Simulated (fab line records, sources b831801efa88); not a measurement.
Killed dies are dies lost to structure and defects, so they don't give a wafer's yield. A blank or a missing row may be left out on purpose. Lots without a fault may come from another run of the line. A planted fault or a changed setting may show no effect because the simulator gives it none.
Which tool did it? | flow gf180mcu | 11 lots, 33 wafers sampled, at 3 steps of a route of 602

WHAT THE GAUGES READ, wafer by wafer
GF_CONTACT_THK_MEAS_01.
lot  | measured     | on            | CONTACT_CVD_00_THK (nm)
L589 | day 15 09:48 | film_metro-03 | 301 300 301
L590 | day 15 17:57 | film_metro-03 | 306 306 308
L591 | day 16 03:37 | film_metro-03 | 304 302 302
L593 | day 16 23:43 | film_metro-03 | 298 301 304
L594 | day 17 07:53 | film_metro-01 | 303 300 306
L595 | day 17 14:42 | film_metro-04 | 299 302 299
L596 | day 18 04:35 | film_metro-01 | 309 301 306
L598 | day 18 19:16 | film_metro-04 | 304 302 302
L604 | day 21 03:34 | film_metro-01 | 302 302 299
L608 | day 22 11:04 | film_metro-03 | 304 152 300
L609 | day 22 17:49 | film_metro-03 | 156 304 158

WHICH TOOL RAN EACH LOT (tool, then ch and the chambers of the sampled wafers, then the start)
lot  | GF_LVPWELL_STRIP_10                 | GF_CONTACT_CVD_00
L589 | plasma_asher-01 ch 0,1, day 4 02:20 | hdpcvd-02 ch 0,1, day 15 09:46
L590 | plasma_asher-02 ch 0,1, day 4 07:52 | hdpcvd-02 ch 0,2, day 15 17:55
L591 | plasma_asher-02 ch 0,1, day 4 14:05 | hdpcvd-01 ch 1,2, day 16 03:34
L593 | plasma_asher-01 ch 0,1, day 5 00:07 | hdpcvd-02 ch 0,2, day 16 23:40
L594 | plasma_asher-01 ch 0,1, day 5 06:15 | hdpcvd-01 ch 0,1,2, day 17 07:50
L595 | plasma_asher-04 ch 0,1, day 5 12:28 | hdpcvd-02 ch 1,2, day 17 14:40
L596 | plasma_asher-02 ch 0,1, day 5 18:52 | hdpcvd-02 ch 0,2, day 18 04:33
L598 | plasma_asher-02 ch 0, day 6 06:13   | hdpcvd-02 ch 0,1, day 18 19:13
L604 | plasma_asher-04 ch 0,1, day 7 15:04 | hdpcvd-01 ch 0,1,2, day 21 03:31
L608 | plasma_asher-04 ch 0,1, day 8 13:57 | hdpcvd-02 ch 0,1,2, day 22 11:01
L609 | plasma_asher-04 ch 0,1, day 8 21:20 | hdpcvd-02 ch 1,2, day 22 17:46
- GF_LVPWELL_STRIP_10: strips in O2/N2.
- GF_CONTACT_CVD_00: deposits SiO2, target thk 300 nm, time 50 s.

WHAT THE TOOLS THEMSELVES READ (means of the sampled wafers that have a number; where no wafer has one, the mark that the record gives instead)
GF_LVPWELL_STRIP_10.
lot  | tool            | drypump_motor_current_A (A) | heater_power_w (W) | oes_product_au (a.u.) | strip_time_to_endpoint_s (s)
L589 | plasma_asher-01 | 5.7                         | 321                | 0.718                 | 36.89
L590 | plasma_asher-02 | 6.0                         | 331                | 0.726                 | 36.84
L591 | plasma_asher-02 | 5.9                         | 324                | 0.726                 | 36.84
L593 | plasma_asher-01 | 5.7                         | 327                | 0.726                 | 36.87
L594 | plasma_asher-01 | 5.9                         | 339                | 0.721                 | 37.03
L595 | plasma_asher-04 | 5.9                         | 338                | 0.724                 | 36.87
L596 | plasma_asher-02 | 6.1                         | 325                | 0.723                 | 36.92
L598 | plasma_asher-02 | 5.8                         | 330                | 0.725                 | 37.08
L604 | plasma_asher-04 | 5.6                         | 327                | 0.721                 | 36.96
L608 | plasma_asher-04 | 5.6                         | 335                | 0.723                 | 36.88
L609 | plasma_asher-04 | 5.9                         | 343                | 0.722                 | 36.83

GF_CONTACT_CVD_00.
lot  | tool      | sih4_flow_sccm (sccm) | susceptor_temp_C (C)
L589 | hdpcvd-02 | 59.98                 | 399.84
L590 | hdpcvd-02 | 60.06                 | 400.22
L591 | hdpcvd-01 | 59.90                 | 400.14
L593 | hdpcvd-02 | 60.35                 | 400.02
L594 | hdpcvd-01 | 59.96                 | 400.11
L595 | hdpcvd-02 | 59.93                 | 400.15
L596 | hdpcvd-02 | 60.21                 | 400.14
L598 | hdpcvd-02 | 59.95                 | 400.04
L604 | hdpcvd-01 | 59.99                 | 399.89
L608 | hdpcvd-02 | 49.95                 | 399.87
L609 | hdpcvd-02 | 39.88                 | 400.11

THE ANSWER, worked out from the rows above alone
Rule: what is usual is taken from the lots themselves. Put in order of their means at a reading, lots are off if they are a third of the lots or fewer, leave a main group of 4 or more, and stand apart from it by a gap of 3 or more times the standard deviation of the main group's means; of several such gaps the widest counts. A main group whose means are all the same, to the digits that the tables above print for the reading, isn't used. A lot without any number at a reading at which 4 lots or more have one is off too. The other lots that the step has rows for count as sound. The gauges are gone through in route order, then the tools' own readings, and for those a lot's mean is taken as printed above. The first step at which some lot is off is used, and at that step the reading that is off furthest; a lot without a number counts as furthest.
Off: L608, L609, at GF_CONTACT_THK_MEAS_01 (CONTACT_CVD_00_THK). The main group: mean 303 nm, standard deviation 2.1.
A tool fits if, at a process step before that reading, it ran every lot that is off, and no sound lot after the first of them. The gauges at GF_CONTACT_THK_MEAS_01 aren't tried: what is off there is off at GF_CONTACT_CVD_00 too, on other tools, and a gauge's error can't cause that. Can't be told from this: 2 tools fit, plasma_asher-04 at GF_LVPWELL_STRIP_10, hdpcvd-02 at GF_CONTACT_CVD_00.

WHAT THE SIMULATOR HAD PUT IN
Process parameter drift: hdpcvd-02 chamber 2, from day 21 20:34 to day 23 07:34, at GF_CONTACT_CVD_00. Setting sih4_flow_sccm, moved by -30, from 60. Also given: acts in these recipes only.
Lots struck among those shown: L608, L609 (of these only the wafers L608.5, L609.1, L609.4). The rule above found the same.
